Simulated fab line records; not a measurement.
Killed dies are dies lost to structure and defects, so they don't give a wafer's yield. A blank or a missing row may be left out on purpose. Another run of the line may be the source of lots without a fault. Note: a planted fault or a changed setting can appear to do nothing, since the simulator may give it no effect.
Which of the tools did it? + flow sky130 + 11 lots, 31 wafers sampled, at 6 steps of a route of 708

== WHAT EACH GAUGE READ, for each wafer ==
SKY_POLY_CUT_CD_MEAS_08: the cd target is 270 nm. Usual: cdNm at 269.4 nm, with a standard deviation of 1.5.
| lot  | measured     | on       | cdNm (nm)         | flag |
|------|--------------|----------|-------------------|------|
| L703 | day 24 01:49 | cdSem-01 | 269.0 269.2 269.8 |      |
| L705 | day 24 20:11 | cdSem-01 | 269.4 267.7 267.0 |      |
| L706 | day 25 08:24 | cdSem-02 | 269.5 270.2 269.7 |      |
| L710 | day 26 22:49 | cdSem-02 | 269.0 268.2 268.9 |      |
| L711 | day 27 18:26 | cdSem-02 | 269.7 269.9 270.6 |      |
| L712 | day 27 12:46 | cdSem-01 | 268.2 268.3 270.3 |      |
| L714 | day 28 18:36 | cdSem-02 | 269.2 266.9 267.0 |      |
| L715 | day 28 13:13 | cdSem-01 | 270.4 271.6 269.7 |      |
| L722 | day 31 00:28 | cdSem-01 | 269.4 269.4       |      |
| L724 | day 31 18:53 | cdSem-01 | 270.5 270.6       |      |
| L725 | day 32 14:55 | cdSem-02 | 267.3 267.1 268.3 |      |

SKY_SD_N_RS_MEAS_16: measurement is done with a four-point probe. Usual: SD_N_RS 68.55 ohm/sq, standard deviation 0.096.
| lot  | measured     | on           | SD_N_RS (ohm/sq)  | flag |
|------|--------------|--------------|-------------------|------|
| L703 | day 27 18:55 | filmMetro-01 | 68.65 68.45 68.62 |      |
| L705 | day 28 11:38 | filmMetro-04 | 68.62 68.68 68.49 |      |
| L706 | day 29 00:10 | filmMetro-01 | 68.48 68.56 68.64 |      |
| L710 | day 30 12:25 | filmMetro-01 | 68.61 68.57 68.47 |      |
| L711 | day 31 08:23 | filmMetro-01 | 68.62 68.59 68.50 |      |
| L712 | day 31 02:10 | filmMetro-04 | 68.68 68.76 68.59 |      |
| L714 | day 32 06:58 | filmMetro-04 | 68.57 68.51 68.60 |      |
| L715 | day 32 02:41 | filmMetro-03 | 68.71 68.52 68.65 |      |
| L722 | day 34 11:46 | filmMetro-01 | 70.08 70.26       | OFF  |
| L724 | day 35 06:22 | filmMetro-01 | 70.18 70.14       | OFF  |
| L725 | day 35 23:48 | filmMetro-04 | 68.45 68.44 68.59 |      |

SKY_VIA1_THK_MEAS_01. Usual: VIA1_HDPCVD_THK 1036 nm, standard deviation 13.
| lot  | measured     | on           | VIA1_HDPCVD_THK (nm) | flag |
|------|--------------|--------------|----------------------|------|
| L703 | day 32 19:31 | filmMetro-03 | 1046 1020 1036       |      |
| L705 | day 33 09:05 | filmMetro-04 | 1039 1024 1043       |      |
| L706 | day 33 21:52 | filmMetro-04 | 1036 1059 1073       |      |
| L710 | day 35 09:48 | filmMetro-01 | 1042 1058 1033       |      |
| L711 | day 36 03:31 | filmMetro-04 | 1054 1052 1046       |      |
| L712 | day 35 21:01 | filmMetro-01 | 1027 1033 1022       |      |
| L714 | day 37 00:59 | filmMetro-01 | 1036 1029 1029       |      |
| L715 | day 36 18:55 | filmMetro-03 | 1034 1025 1024       |      |
| L722 | day 39 03:00 | filmMetro-03 | 1017 1042            |      |
| L724 | day 39 21:14 | filmMetro-04 | 1030 1035            |      |
| L725 | day 40 12:55 | filmMetro-01 | 1033 1020 1023       |      |

== WHICH TOOL RAN EACH LOT (tool, then ch and the chambers of the sampled wafers, then the start) ==
| lot  | SKY_FIELD_ISO_ETCH_17          | SKY_SD_N_IMPLANT_09             | SKY_SD_N_STRIP_11                   |
|------|--------------------------------|---------------------------------|-------------------------------------|
| L703 | rieSi-02 ch 2,3, day 2 05:17   | implanter-01 ch 0, day 27 18:14 | plasmaAsher-04 ch 0,1, day 27 18:32 |
| L705 | rieSi-02 ch 0,1,2, day 2 15:53 | implanter-01 ch 0, day 28 10:58 | plasmaAsher-03 ch 0,1, day 28 11:14 |
| L706 | rieSi-01 ch 0,3, day 2 21:23   | implanter-01 ch 0, day 28 23:29 | plasmaAsher-03 ch 1, day 28 23:46   |
| L710 | rieSi-01 ch 0,1,2, day 3 16:42 | implanter-02 ch 0, day 30 11:44 | plasmaAsher-03 ch 0,1, day 30 12:02 |
| L711 | rieSi-01 ch 1,2,3, day 4 00:50 | implanter-02 ch 0, day 31 07:42 | plasmaAsher-01 ch 0,1, day 31 07:59 |
| L712 | rieSi-02 ch 0,3, day 4 06:44   | implanter-03 ch 0, day 31 01:26 | plasmaAsher-04 ch 0,1, day 31 01:44 |
| L714 | rieSi-02 ch 0,1,3, day 4 17:39 | implanter-01 ch 0, day 32 06:17 | plasmaAsher-03 ch 1, day 32 06:35   |
| L715 | rieSi-01 ch 1,3, day 4 22:05   | implanter-02 ch 0, day 32 01:56 | plasmaAsher-03 ch 0,1, day 32 02:14 |
| L722 | rieSi-02 ch 0,1, day 6 11:03   | implanter-01 ch 0, day 34 11:05 | plasmaAsher-01 ch 0,1, day 34 11:23 |
| L724 | rieSi-02 ch 1,3, day 6 19:14   | implanter-01 ch 0, day 35 05:41 | plasmaAsher-01 ch 0, day 35 05:59   |
| L725 | rieSi-02 ch 0,3, day 6 23:54   | implanter-03 ch 0, day 35 23:07 | plasmaAsher-01 ch 1, day 35 23:25   |
- SKY_FIELD_ISO_ETCH_17: etches Si in HBr/Cl2/O2, target depth 342 nm, time 97.7 s.
- SKY_SD_N_IMPLANT_09
- SKY_SD_N_STRIP_11: strips in O2/N2.

== WHAT THE TOOLS THEMSELVES READ (means of the sampled wafers that have a number; where no wafer has one, the mark that the record gives instead) ==
SKY_FIELD_ISO_ETCH_17. Usual: drypumpMotorCurrentA 5.8 A, standard deviation 0.39; oesProductAu 1.001 a.u., standard deviation 0.011; throttleValvePct 25.657 %, standard deviation 0.011.
| lot  | tool     | drypumpMotorCurrentA (A) | oesProductAu (a.u.) | throttleValvePct (%) | flag |
|------|----------|--------------------------|---------------------|----------------------|------|
| L703 | rieSi-02 | 6.0                      | 1.010               | 25.651               |      |
| L705 | rieSi-02 | 5.8                      | 1.001               | 25.651               |      |
| L706 | rieSi-01 | 5.9                      | 0.993               | 25.667               |      |
| L710 | rieSi-01 | 5.5                      | 1.004               | 25.651               |      |
| L711 | rieSi-01 | 5.6                      | 1.003               | 25.657               |      |
| L712 | rieSi-02 | 6.0                      | 1.011               | 25.646               |      |
| L714 | rieSi-02 | 5.9                      | 1.003               | 25.659               |      |
| L715 | rieSi-01 | 6.1                      | 0.988               | 25.663               |      |
| L722 | rieSi-02 | 5.9                      | 0.994               | 25.662               |      |
| L724 | rieSi-02 | 5.9                      | 0.994               | 25.660               |      |
| L725 | rieSi-02 | 6.0                      | 1.007               | 25.661               |      |

SKY_SD_N_IMPLANT_09. Usual: beamEnergyKeV 50.001, standard deviation 0.016; beamOnS 19.6 s, standard deviation 0.77; faradayCurrentUA 11203, standard deviation 420.
| lot  | tool         | beamEnergyKeV | beamOnS (s) | faradayCurrentUA | flag |
|------|--------------|---------------|-------------|------------------|------|
| L703 | implanter-01 | 50.018        | 19.6        | 11202            |      |
| L705 | implanter-01 | 50.017        | 20.3        | 10833            |      |
| L706 | implanter-01 | 50.008        | 19.1        | 11488            |      |
| L710 | implanter-02 | 50.002        | 19.0        | 11558            |      |
| L711 | implanter-02 | 49.996        | 19.0        | 11561            |      |
| L712 | implanter-03 | 50.013        | 21.3        | 10345            |      |
| L714 | implanter-01 | 49.976        | 19.7        | 11108            |      |
| L715 | implanter-02 | 50.003        | 19.1        | 11455            |      |
| L722 | implanter-01 | 49.992        | 16.2        | 13506            | OFF  |
| L724 | implanter-01 | 50.002        | 16.5        | 13295            | OFF  |
| L725 | implanter-03 | 49.986        | 21.2        | 10361            |      |

SKY_SD_N_STRIP_11. Usual: drypumpMotorCurrentA 5.9 A, standard deviation 0.47; oesProductAu 0.527 a.u., standard deviation 0.0047; stripTimeToEndpointS 22.58 s, standard deviation 0.037.
| lot  | tool           | drypumpMotorCurrentA (A) | oesProductAu (a.u.) | stripTimeToEndpointS (s) | flag |
|------|----------------|--------------------------|---------------------|--------------------------|------|
| L703 | plasmaAsher-04 | 6.1                      | 0.528               | 22.59                    |      |
| L705 | plasmaAsher-03 | 6.1                      | 0.526               | 22.57                    |      |
| L706 | plasmaAsher-03 | 6.5                      | 0.519               | 22.56                    |      |
| L710 | plasmaAsher-03 | 6.3                      | 0.532               | 22.62                    |      |
| L711 | plasmaAsher-01 | 5.2                      | 0.530               | 22.59                    |      |
| L712 | plasmaAsher-04 | 6.0                      | 0.527               | 22.56                    |      |
| L714 | plasmaAsher-03 | 6.5                      | 0.522               | 22.53                    |      |
| L715 | plasmaAsher-03 | 6.1                      | 0.531               | 22.58                    |      |
| L722 | plasmaAsher-01 | 5.2                      | 0.533               | 21.89                    | OFF  |
| L724 | plasmaAsher-01 | 5.2                      | 0.534               | 21.90                    | OFF  |
| L725 | plasmaAsher-01 | 5.2                      | 0.528               | 22.56                    |      |

== THE ANSWER, worked out from the rows above alone ==
Rule: lot off if the mean of its wafers having a number is beyond 3 standard deviations from the usual mean. A lot without any number at a reading at which 4 lots or more have one is off too. The other lots that the step has rows for count as sound. The gauges are gone through in route order, then the tools' own readings, and for those a lot's mean is taken as printed above. The first step at which some lot is off is used, and at that step the reading that is off furthest; a lot without a number counts as furthest.
Off: at SKY_SD_N_RS_MEAS_16 (SD_N_RS), L722, L724.
A tool fits if, at a process step before that reading, it ran every lot that is off, and no sound lot after the first of them. Not tried: the gauges at SKY_SD_N_RS_MEAS_16; whatever is off there is also off at SKY_SD_N_IMPLANT_09, on other tools, and gauge error can't account for it. One candidate fits, namely implanter-01 at SKY_SD_N_IMPLANT_09. Its last sound lot is L714 (day 32 06:17), its first lot that is off L722 (day 34 11:05): a fault that began between those two fits.
The tool's own readings at SKY_SD_N_IMPLANT_09 bear it out: on the lots that are off they differ by more than 5 times the standard deviation of the sound lots' means. faradayCurrentUA reads 13400 there against 11101 on the sound lots.

== WHAT THE SIMULATOR PUT IN ==
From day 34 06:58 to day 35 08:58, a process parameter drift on implanter-01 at SKY_SD_N_IMPLANT_09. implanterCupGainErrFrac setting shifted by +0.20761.
Lots struck among those shown: L722, L724. The rule given above showed the same thing.
